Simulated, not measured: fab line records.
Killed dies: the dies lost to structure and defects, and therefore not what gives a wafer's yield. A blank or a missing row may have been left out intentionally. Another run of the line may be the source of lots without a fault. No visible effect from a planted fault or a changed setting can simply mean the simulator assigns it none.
The tool behind it: which one?    flow sky130    12 lots with 36 wafers sampled at 4 steps, on a route of 708 steps

WHAT EACH GAUGE READ, for each wafer
SKY_VIA1_THK_MEAS_01.
lot   measured      on             VIA1_HDPCVD_THK (nm)
L921  day 33 04:20  film_metro-02  1038 1040 1039
L922  day 33 10:50  film_metro-01  1034 1028 1029
L923  day 34 03:47  film_metro-03  1038 1055 1049
L924  day 34 06:11  film_metro-03  1036 1023 1026
L926  day 35 02:58  film_metro-02  1009 1021 1014
L928  day 35 06:46  film_metro-02  1022 1025 1021
L927  day 35 07:58  film_metro-01  1042 1036 1040
L929  day 35 21:43  film_metro-01  1005 1029 1029
L934  day 37 09:33  film_metro-02  1010 1026 1008
L936  day 37 17:59  film_metro-01  815 833 828
L938  day 38 10:28  film_metro-02  843 829 816
L941  day 39 14:43  film_metro-03  1036 1031 1028

SKY_VIA1_BOW_MEAS_03.
lot   measured      on             VIA1_BOW (um)
L921  day 33 04:42  film_metro-03  69 77 75
L922  day 33 11:12  film_metro-03  81 79 78
L923  day 34 04:08  film_metro-01  77 73 75
L924  day 34 06:34  film_metro-03  71 67 89
L926  day 35 03:19  film_metro-02  91 79 78
L928  day 35 07:07  film_metro-03  78 85 79
L927  day 35 08:20  film_metro-02  75 83 72
L929  day 35 22:05  film_metro-02  82 80 81
L934  day 37 09:56  film_metro-03  76 75 75
L936  day 37 18:20  film_metro-01  80 88 86
L938  day 38 10:50  film_metro-03  70 83 80
L941  day 39 15:05  film_metro-02  75 70 79

EACH LOT AND THE TOOL THAT RAN IT (in order: tool; ch and the chambers of the sampled wafers; start)
lot   SKY_METAL1_SPUTTER_00         SKY_VIA1_HDPCVD_00
L921  pvd_sputter-03, day 31 23:09  hdpcvd-02 ch 0,2, day 33 04:12
L922  pvd_sputter-01, day 32 06:08  hdpcvd-01 ch 1,2, day 33 10:42
L923  pvd_sputter-02, day 32 23:49  hdpcvd-02 ch 0,1,2, day 34 03:40
L924  pvd_sputter-03, day 33 02:22  hdpcvd-02 ch 0,1,2, day 34 06:04
L926  pvd_sputter-02, day 33 23:22  hdpcvd-01 ch 0,1,2, day 35 02:51
L928  pvd_sputter-01, day 34 03:17  hdpcvd-01 ch 0,1, day 35 06:39
L927  pvd_sputter-02, day 34 03:49  hdpcvd-02 ch 0,1, day 35 07:50
L929  pvd_sputter-01, day 34 18:37  hdpcvd-01 ch 1,2, day 35 21:37
L934  pvd_sputter-02, day 36 06:28  hdpcvd-01 ch 0,1, day 37 09:25
L936  pvd_sputter-01, day 36 14:31  hdpcvd-02 ch 1,2, day 37 17:52
L938  pvd_sputter-02, day 37 06:59  hdpcvd-02 ch 0,1, day 38 10:20
L941  pvd_sputter-02, day 38 12:13  hdpcvd-01 ch 0,2, day 39 14:35
- SKY_METAL1_SPUTTER_00: material Ti, target thk 15 nm, time 10 s.
- SKY_VIA1_HDPCVD_00: deposits SiO2, target thk 1030 nm, time 171.7 s.

WHAT THE TOOLS THEMSELVES READ (means of the sampled wafers that have a number; where no wafer has one, the mark that the record gives instead)
SKY_METAL1_SPUTTER_00.
lot   tool            throttle_valve_pct (%)
L921  pvd_sputter-03  29.7
L922  pvd_sputter-01  28.3
L923  pvd_sputter-02  29.8
L924  pvd_sputter-03  29.7
L926  pvd_sputter-02  30.1
L928  pvd_sputter-01  30.1
L927  pvd_sputter-02  31.0
L929  pvd_sputter-01  30.0
L934  pvd_sputter-02  30.5
L936  pvd_sputter-01  30.1
L938  pvd_sputter-02  30.4
L941  pvd_sputter-02  29.1

SKY_VIA1_HDPCVD_00.
lot   tool       sih4_flow_sccm (sccm)
L921  hdpcvd-02  59.91
L922  hdpcvd-01  59.69
L923  hdpcvd-02  60.05
L924  hdpcvd-02  60.14
L926  hdpcvd-01  59.73
L928  hdpcvd-01  59.87
L927  hdpcvd-02  59.89
L929  hdpcvd-01  60.13
L934  hdpcvd-01  59.91
L936  hdpcvd-02  47.85
L938  hdpcvd-02  47.99
L941  hdpcvd-01  59.96

THE ANSWER, worked out from the rows above alone
Rule: the lots themselves supply what counts as usual. The widest of any qualifying gaps counts: lots, ordered by their means at a reading, are off when they make up no more than a third of the lots, leave a main group of 4 or more, and stand apart from it by 3 or more times the standard deviation of that group's means. Not used: any main group whose means are identical at the precision the tables above print for the reading. Also off: a lot with no number at a reading for which 4 or more lots have one. The other lots that the step has rows for count as sound. First the gauges in route order, then the tools' own readings, where a lot's mean is used as printed above. At the first step where some lot is off, the reading lying furthest off is the one used; lots without a number count as furthest.
Off: at SKY_VIA1_THK_MEAS_01 (VIA1_HDPCVD_THK), L936, L938. The main group: mean 1029 nm, standard deviation 10.
If a tool, at a process step before that reading, ran all the lots that are off and no sound lot after the first of them, it fits. The gauges at SKY_VIA1_THK_MEAS_01 aren't tried: what is off there is off at SKY_VIA1_HDPCVD_00 too, on other tools, and a gauge's error can't cause that. One fits: hdpcvd-02 at SKY_VIA1_HDPCVD_00. Its last sound lot is L927 (day 35 07:50), its first lot that is off L936 (day 37 17:52): a fault that began between those two fits.
On the lots that are off, the tool's own readings at SKY_VIA1_HDPCVD_00 differ by more than 5 times the standard deviation of the sound lots' means, which bears it out; sih4_flow_sccm reads 47.92 sccm there versus 59.93 sccm on the sound lots.

WHAT THE SIMULATOR PUT IN
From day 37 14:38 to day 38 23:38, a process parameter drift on hdpcvd-02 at SKY_VIA1_HDPCVD_00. Setting sih4_flow_sccm, moved by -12, from 60. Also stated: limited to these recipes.
Lots struck among those shown: L936, L938. The rule given above showed the same thing.
